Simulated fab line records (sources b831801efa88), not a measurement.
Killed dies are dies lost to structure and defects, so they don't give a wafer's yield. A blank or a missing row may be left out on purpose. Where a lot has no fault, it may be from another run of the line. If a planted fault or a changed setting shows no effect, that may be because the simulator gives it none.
Comparing a struck lot with a sound one -- flow sfq_line -- 14 out of 325 route steps
Sound: these wafers, L794.1, L794.2, L794.4. Wafers struck: L797.2, L797.5, L797.6. Last of all comes the cause.
Order at every step that has rows: each side's tool, ch and its chambers, its first start. Under that, the readings that differ: sound wafers -- struck wafers -- difference of the means -- sigmas: that difference in standard deviations of wafers without a fault.
alike: a reading whose means differ by less than 2 such deviations, as well as words and numbers matching on both sides. not compared: withheld readings; readings where some wafer has no value; bounds like >300 that might hide an equal value; numbers whose values overlap and for which the record gives no deviation.
Wherever a step has rows on one side only, a row that says differs or no value, or a row with sigmas, the two part there. When numbers do not overlap yet have no deviation, they are printed without sigmas and do not part them. A reading that every wafer of one side lacks parts them only if that side has two wafers or more.

SFQ_INCOMING_BOW_MEAS_900:
  sound: film_metro-04 at day 1 10:00; struck: film_metro-04 at day 2 01:01
  alike: INCOMING_BOW
then, 1 step without rows for these wafers: SFQ_TRILAYER_INCOMING_OXIDATION_002 (target thk 500 nm, ox time 4939 s).
SFQ_TRILAYER_L0_DEP_SPUTTER_003: material MoNx KI, target thk 40 nm, time 100 s.
  sound: pvd_sputter-03 at day 1 12:29; struck: pvd_sputter-03 at day 2 03:44
  alike: base_pressure_pa, throttle_valve_pct
SFQ_L0_RS_MEAS_901: measures by four-point-probe.
  sound: film_metro-02 at day 1 12:34; struck: film_metro-02 at day 2 03:49
reading,sound,struck,difference,sigmas
L0_MONX_KI_RS (ohm/sq),44.1 43.5 44.0,21.5 21.5 21.4,-22.4,-61
SFQ_L0_THK_MEAS_902: measures by xrf.
  sound: film_metro-02 at day 1 12:41; struck: film_metro-02 at day 2 03:56
reading,sound,struck,difference,sigmas
L0_MONX_KI_THK (nm),39.0 39.1 39.0,80.4 79.9 80.4,+41.2,+99 or more
then, 6 steps without rows for these wafers: SFQ_TRILAYER_L0_LITHO_COAT_010 (resist thk 62 nm); SFQ_TRILAYER_L0_LITHO_COAT_005 (resist thk 600 nm); SFQ_TRILAYER_L0_LITHO_SOFTBAKE_009; SFQ_TRILAYER_L0_LITHO_EXPOSE_006 (exposes mask L0, target cd 2000 nm); SFQ_TRILAYER_L0_LITHO_PEB_008 (peb time 60 s); SFQ_TRILAYER_L0_LITHO_DEVELOP_007 (time 60 s).
-- the record jumps here: 3 days lie between the struck wafers' starts before and after --
SFQ_TRILAYER_L0_BARC_OPEN_METAL_ETCH_010: etches BARC in O2, target depth 125 nm, time 41.7 s.
  sound on rie_metal-01 ch 0,1, day 3 22:29; struck on rie_metal-01 ch 0,1, day 4 19:32
  alike: drypump_motor_current_A, oes_product_au
  not compared: rf_hours_counter_h
SFQ_TRILAYER_L0_ETCH_METAL_ETCH_008: etches MoNx KI in SF6/O2, stops on SiO2, target depth 50 nm, time 25 s.
  sound on rie_metal-01 ch 0,1, day 3 22:32; struck on rie_metal-01 ch 0,1, day 4 19:37
reading,sound,struck,difference,sigmas
oes_product_au (a.u.),0.865 0.870 0.869,0.989 1.003 1.004,+0.131,+20
model.L0.feature_depth_nm (nm),39.31 39.8 39.46,49.62 50.22 49.5,+10.26,
model.etch.depth_nm (nm),39.31 39.8 39.46,49.62 50.22 49.5,+10.26,
  alike: drypump_motor_current_A
  not compared: rf_hours_counter_h
SFQ_TRILAYER_L0_STRIP_STRIP_009: strips in O2.
  sound on rie_metal-01 ch 0,1, day 3 22:35; struck on rie_metal-01 ch 0,1, day 4 19:40
  alike: drypump_motor_current_A, oes_product_au
  not compared: rf_hours_counter_h

== WHERE THEY PART ==
First at SFQ_L0_RS_MEAS_901; last, within this record, at SFQ_TRILAYER_L0_ETCH_METAL_ETCH_008. Later steps at which nothing parts them and some readings are alike: SFQ_TRILAYER_L0_STRIP_STRIP_009.

WHY: what had been put in by the simulator
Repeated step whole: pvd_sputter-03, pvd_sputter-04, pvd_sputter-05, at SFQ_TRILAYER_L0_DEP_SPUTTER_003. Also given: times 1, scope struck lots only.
